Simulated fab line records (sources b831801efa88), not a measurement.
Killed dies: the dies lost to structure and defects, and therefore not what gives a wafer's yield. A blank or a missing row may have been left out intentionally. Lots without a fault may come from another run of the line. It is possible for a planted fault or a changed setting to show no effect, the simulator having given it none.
Which tool is to blame? + flow gf180mcu + 13 lots, 39 wafers sampled, at 5 steps of a route of 602

== WHAT THE GAUGES SHOWED, per wafer ==
GF_HV_LDD_TW_MEAS_11. Usual: HV_LDD_TW typically reads 2402, with standard deviation 20.
| lot  | measured     | on            | HV_LDD_TW      | flag |
|------|--------------|---------------|----------------|------|
| L187 | day 10 00:55 | film_metro-01 | 2399 2390 2378 |      |
| L190 | day 10 20:43 | film_metro-01 | 2848 2843 2831 | OFF  |
| L191 | day 11 03:17 | film_metro-04 | 2878 2887 2897 | OFF  |
| L192 | day 11 13:57 | film_metro-04 | 2427 2427 2421 |      |
| L193 | day 11 19:45 | film_metro-04 | 2421 2428 2430 |      |
| L200 | day 14 01:36 | film_metro-04 | 2430 2446 2440 |      |
| L202 | day 14 12:25 | film_metro-01 | 2396 2406 2395 |      |
| L203 | day 15 00:17 | film_metro-01 | 2388 2391 2374 |      |
| L205 | day 15 11:34 | film_metro-04 | 2420 2433 2425 |      |
| L206 | day 15 20:51 | film_metro-01 | 2389 2395 2387 |      |
| L207 | day 16 01:02 | film_metro-01 | 2389 2373 2384 |      |
| L209 | day 16 16:56 | film_metro-01 | 2388 2391 2375 |      |
| L210 | day 17 03:41 | film_metro-01 | 2373 2372 2371 |      |

GF_HV_LDD_RS_MEAS_53: uses a four-point probe to measure. Usual: HV_LDD_RS typically reads 418.4 ohm/sq, with standard deviation 1.
| lot  | measured     | on            | HV_LDD_RS (ohm/sq) | flag |
|------|--------------|---------------|--------------------|------|
| L187 | day 12 09:29 | film_metro-04 | 418.2 418.9 418.4  |      |
| L190 | day 13 08:14 | film_metro-04 | 310.7 310.2 310.9  | OFF  |
| L191 | day 13 13:40 | film_metro-02 | 312.2 313.4 312.7  | OFF  |
| L192 | day 14 02:14 | film_metro-04 | 419.3 418.5 419.3  |      |
| L193 | day 14 09:44 | film_metro-01 | 418.7 419.2 418.6  |      |
| L200 | day 16 19:05 | film_metro-01 | 417.8 418.9 416.9  |      |
| L202 | day 17 06:13 | film_metro-04 | 417.1 417.9 417.1  |      |
| L203 | day 17 19:55 | film_metro-02 | 419.8 420.0 420.6  |      |
| L205 | day 18 08:10 | film_metro-02 | 418.4 419.0 419.2  |      |
| L206 | day 18 19:04 | film_metro-02 | 417.9 417.5 418.0  |      |
| L207 | day 18 23:37 | film_metro-04 | 417.1 418.2 419.1  |      |
| L209 | day 19 16:41 | film_metro-04 | 417.5 418.3 418.1  |      |
| L210 | day 20 04:51 | film_metro-01 | 418.4 418.3 418.2  |      |

GF_CONTACT_THK_MEAS_26: measures by xrf. Usual: CONTACT_W_THK typically reads 292 nm, with standard deviation 3.2.
| lot  | measured     | on            | CONTACT_W_THK (nm) | flag |
|------|--------------|---------------|--------------------|------|
| L187 | day 16 02:08 | film_metro-04 | 295 293 289        |      |
| L190 | day 17 05:20 | film_metro-04 | 286 290 290        |      |
| L191 | day 17 09:44 | film_metro-01 | 294 291 288        |      |
| L192 | day 17 23:59 | film_metro-01 | 291 291 294        |      |
| L193 | day 18 10:11 | film_metro-04 | 292 295 292        |      |
| L200 | day 21 02:44 | film_metro-04 | 289 291 289        |      |
| L202 | day 21 11:38 | film_metro-02 | 295 295 298        |      |
| L203 | day 22 03:20 | film_metro-04 | 294 290 285        |      |
| L205 | day 22 18:44 | film_metro-02 | 292 293 294        |      |
| L206 | day 23 01:31 | film_metro-01 | 288 291 289        |      |
| L207 | day 23 04:37 | film_metro-04 | 292 291 296        |      |
| L209 | day 23 22:17 | film_metro-02 | 299 295 295        |      |
| L210 | day 24 09:04 | film_metro-02 | 293 291 292        |      |

== WHICH TOOL RAN EACH LOT (tool, then ch and the chambers of the sampled wafers, then the start) ==
| lot  | GF_HV_LDD_IMPLANT_09            | GF_CONTACT_SPUTTER_23        |
|------|---------------------------------|------------------------------|
| L187 | implanter-01 ch 0, day 10 00:40 | pvd_sputter-04, day 16 01:52 |
| L190 | implanter-02 ch 0, day 10 20:10 | pvd_sputter-03, day 17 05:04 |
| L191 | implanter-03 ch 0, day 11 02:41 | pvd_sputter-03, day 17 09:28 |
| L192 | implanter-03 ch 0, day 11 13:43 | pvd_sputter-03, day 17 23:44 |
| L193 | implanter-01 ch 0, day 11 19:30 | pvd_sputter-03, day 18 09:55 |
| L200 | implanter-02 ch 0, day 14 01:22 | pvd_sputter-04, day 21 02:28 |
| L202 | implanter-01 ch 0, day 14 12:12 | pvd_sputter-01, day 21 11:22 |
| L203 | implanter-01 ch 0, day 15 00:02 | pvd_sputter-03, day 22 03:05 |
| L205 | implanter-02 ch 0, day 15 11:21 | pvd_sputter-01, day 22 18:28 |
| L206 | implanter-01 ch 0, day 15 20:36 | pvd_sputter-01, day 23 01:16 |
| L207 | implanter-03 ch 0, day 16 00:47 | pvd_sputter-03, day 23 04:22 |
| L209 | implanter-03 ch 0, day 16 16:41 | pvd_sputter-01, day 23 22:01 |
| L210 | implanter-01 ch 0, day 17 03:26 | pvd_sputter-01, day 24 08:49 |
- GF_HV_LDD_IMPLANT_09
- GF_CONTACT_SPUTTER_23: material TiN, target thk 10 nm, time 40 s.

== WHAT THE TOOLS THEMSELVES READ (means of the sampled wafers that have a number; where no wafer has one, the mark that the record gives instead) ==
GF_HV_LDD_IMPLANT_09. Usual: 40.001 for beam_energy_keV, sd 0.012.
| lot  | tool         | beam_energy_keV | flag |
|------|--------------|-----------------|------|
| L187 | implanter-01 | 39.991          |      |
| L190 | implanter-02 | 39.999          |      |
| L191 | implanter-03 | 40.005          |      |
| L192 | implanter-03 | 39.995          |      |
| L193 | implanter-01 | 40.005          |      |
| L200 | implanter-02 | 39.989          |      |
| L202 | implanter-01 | 40.004          |      |
| L203 | implanter-01 | 40.002          |      |
| L205 | implanter-02 | 39.990          |      |
| L206 | implanter-01 | 40.005          |      |
| L207 | implanter-03 | 40.003          |      |
| L209 | implanter-03 | 40.007          |      |
| L210 | implanter-01 | 40.011          |      |

GF_CONTACT_SPUTTER_23. Usual: 30.0 % for throttle_valve_pct, sd 0.81.
| lot  | tool           | throttle_valve_pct (%) | flag |
|------|----------------|------------------------|------|
| L187 | pvd_sputter-04 | 30.6                   |      |
| L190 | pvd_sputter-03 | 30.5                   |      |
| L191 | pvd_sputter-03 | 30.6                   |      |
| L192 | pvd_sputter-03 | 30.3                   |      |
| L193 | pvd_sputter-03 | 30.5                   |      |
| L200 | pvd_sputter-04 | 30.8                   |      |
| L202 | pvd_sputter-01 | 29.4                   |      |
| L203 | pvd_sputter-03 | 30.0                   |      |
| L205 | pvd_sputter-01 | 29.4                   |      |
| L206 | pvd_sputter-01 | 28.9                   |      |
| L207 | pvd_sputter-03 | 30.3                   |      |
| L209 | pvd_sputter-01 | 29.0                   |      |
| L210 | pvd_sputter-01 | 29.4                   |      |

== THE ANSWER, worked out from the rows above alone ==
Rule: a lot is off if the mean of its wafers that have a number lies more than 3 standard deviations from the usual mean. Also off: a lot with no number at a reading for which 4 or more lots have one. Any other lot the step has rows for is counted as sound. After the gauges, taken in route order, come the tools' own readings; for these a lot's mean is taken, as printed above. The first step at which some lot is off is used, and at that step the reading that is off furthest; a lot without a number counts as furthest.
Off: at GF_HV_LDD_TW_MEAS_11 (HV_LDD_TW), L190, L191.
If a tool, at a process step before that reading, ran all the lots that are off and no sound lot after the first of them, it fits. Gauges at GF_HV_LDD_TW_MEAS_11: tried the same way as those tools. None of those tried fits.

== WHAT THE SIMULATOR HAD INSERTED ==
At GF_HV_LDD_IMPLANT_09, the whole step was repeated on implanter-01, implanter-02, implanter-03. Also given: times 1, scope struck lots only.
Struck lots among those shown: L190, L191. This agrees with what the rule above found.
